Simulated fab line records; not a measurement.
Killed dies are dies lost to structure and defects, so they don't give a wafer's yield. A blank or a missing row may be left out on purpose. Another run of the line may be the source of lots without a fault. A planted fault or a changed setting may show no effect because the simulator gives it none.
Matching of chambers / flow gf180mcu / 4 sister chambers for GF_V3_CMP_26 on cmp-01
The step polishes, stops on SiO2, t overpolish 15 s, target thk 0 nm. 22 wafers are shown with their chamber, then 11 later ones without.

EACH WAFER AND ITS CHAMBER
wafer=L075.4; chamber=2; motor_current_A (A)=10.8; time_to_endpoint_s (s)=82; overpolish_run_s (s)=14.984
wafer=L075.5; chamber=0; motor_current_A (A)=9.9; time_to_endpoint_s (s)=85; overpolish_run_s (s)=14.995
wafer=L075.6; chamber=1; motor_current_A (A)=12.2; time_to_endpoint_s (s)=81; overpolish_run_s (s)=14.994
wafer=L078.1; chamber=1; motor_current_A (A)=12.3; time_to_endpoint_s (s)=83; overpolish_run_s (s)=14.997
wafer=L078.4; chamber=2; motor_current_A (A)=10.1; time_to_endpoint_s (s)=80; overpolish_run_s (s)=14.996
wafer=L078.5; chamber=0; motor_current_A (A)=9.8; time_to_endpoint_s (s)=85; overpolish_run_s (s)=14.999
wafer=L083.1; chamber=0; motor_current_A (A)=9.2; time_to_endpoint_s (s)=81; overpolish_run_s (s)=14.998
wafer=L083.3; chamber=1; motor_current_A (A)=12.2; time_to_endpoint_s (s)=81; overpolish_run_s (s)=14.991
wafer=L083.4; chamber=2; motor_current_A (A)=10.8; time_to_endpoint_s (s)=76; overpolish_run_s (s)=14.999
wafer=L087.1; chamber=2; motor_current_A (A)=10.7; time_to_endpoint_s (s)=81; overpolish_run_s (s)=15.007
wafer=L087.2; chamber=0; motor_current_A (A)=9.2; time_to_endpoint_s (s)=87; overpolish_run_s (s)=15.011
wafer=L087.4; chamber=1; motor_current_A (A)=12.2; time_to_endpoint_s (s)=82; overpolish_run_s (s)=14.999
wafer=L088.2; chamber=1; motor_current_A (A)=12.4; time_to_endpoint_s (s)=81; overpolish_run_s (s)=15.007
wafer=L088.3; chamber=3; motor_current_A (A)=9.9; time_to_endpoint_s (s)=82; overpolish_run_s (s)=14.984
wafer=L088.5; chamber=2; motor_current_A (A)=10.6; time_to_endpoint_s (s)=82; overpolish_run_s (s)=14.992
wafer=L089.2; chamber=3; motor_current_A (A)=10.3; time_to_endpoint_s (s)=82; overpolish_run_s (s)=15.011
wafer=L089.3; chamber=1; motor_current_A (A)=11.8; time_to_endpoint_s (s)=78; overpolish_run_s (s)=14.991
wafer=L089.4; chamber=0; motor_current_A (A)=9.5; time_to_endpoint_s (s)=83; overpolish_run_s (s)=15.009
wafer=L090.2; chamber=3; motor_current_A (A)=10.2; time_to_endpoint_s (s)=81; overpolish_run_s (s)=14.988
wafer=L090.5; chamber=3; motor_current_A (A)=9.7; time_to_endpoint_s (s)=80; overpolish_run_s (s)=15.009
wafer=L090.6; chamber=0; motor_current_A (A)=9.9; time_to_endpoint_s (s)=86; overpolish_run_s (s)=15.002
wafer=L093.3; chamber=0; motor_current_A (A)=9.9; time_to_endpoint_s (s)=86; overpolish_run_s (s)=14.998

SIGNATURES, as means of the wafers listed above
reading=motor_current_A; chamber 0=9.629; chamber 1=12.183; chamber 2=10.600; chamber 3=10.025; scatter within a chamber=0.28
reading=time_to_endpoint_s; chamber 0=84.71; chamber 1=81.00; chamber 2=80.20; chamber 3=81.25; scatter within a chamber=1.93
reading=overpolish_run_s; chamber 0=15.00171; chamber 1=14.99650; chamber 2=14.99560; chamber 3=14.99800; scatter within a chamber=0.00843
Rule: for each reading, subtract the chamber's mean from the wafer's reading, divide by that reading's scatter and square the result; add these up over the readings and take the root, which gives the wafer's distance from the chamber. The wafer belongs to the nearest chamber; if the next one is less than 2 further off, it can't be placed. The scatter is the square root of a quotient: the sum, over the shown wafers, of each reading's squared deviation from its chamber's mean, divided by wafers minus chambers.

WAFERS WITH NO CHAMBER GIVEN
wafer=L093.5; motor_current_A (A)=9.8; time_to_endpoint_s (s)=88; overpolish_run_s (s)=15.003
wafer=L093.6; motor_current_A (A)=12.3; time_to_endpoint_s (s)=83; overpolish_run_s (s)=14.996
wafer=L094.1; motor_current_A (A)=10.2; time_to_endpoint_s (s)=80; overpolish_run_s (s)=14.997
wafer=L094.2; motor_current_A (A)=10.8; time_to_endpoint_s (s)=83; overpolish_run_s (s)=15.017
wafer=L094.6; motor_current_A (A)=12.1; time_to_endpoint_s (s)=82; overpolish_run_s (s)=15.005
wafer=L096.2; motor_current_A (A)=10.9; time_to_endpoint_s (s)=81; overpolish_run_s (s)=14.998
wafer=L096.3; motor_current_A (A)=8.8; time_to_endpoint_s (s)=83; overpolish_run_s (s)=15.003
wafer=L096.4; motor_current_A (A)=10.2; time_to_endpoint_s (s)=78; overpolish_run_s (s)=14.998
wafer=L097.1; motor_current_A (A)=9.8; time_to_endpoint_s (s)=75; overpolish_run_s (s)=14.987
wafer=L097.5; motor_current_A (A)=12.4; time_to_endpoint_s (s)=78; overpolish_run_s (s)=15.003
wafer=L097.6; motor_current_A (A)=10.7; time_to_endpoint_s (s)=75; overpolish_run_s (s)=15.015

WHICH CHAMBER EACH WENT THROUGH
wafer=L093.5; from the rows above=can't be placed: 0 or 3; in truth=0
wafer=L093.6; from the rows above=1; in truth=1
wafer=L094.1; from the rows above=can't be placed: 3 or 2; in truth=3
wafer=L094.2; from the rows above=can't be placed: 2 or 3 or 0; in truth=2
wafer=L094.6; from the rows above=1; in truth=1
wafer=L096.2; from the rows above=can't be placed: 2 or 3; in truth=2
wafer=L096.3; from the rows above=can't be placed: 0 or 3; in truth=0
wafer=L096.4; from the rows above=can't be placed: 3 or 2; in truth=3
wafer=L097.1; from the rows above=can't be placed: 3 or 2 or 0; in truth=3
wafer=L097.5; from the rows above=1; in truth=1
wafer=L097.6; from the rows above=can't be placed: 2 or 3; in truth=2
Placed correctly: 3 of 11. These rows do not allow placing 8 (true chamber among the candidates in 8). Wrongly placed: 0.
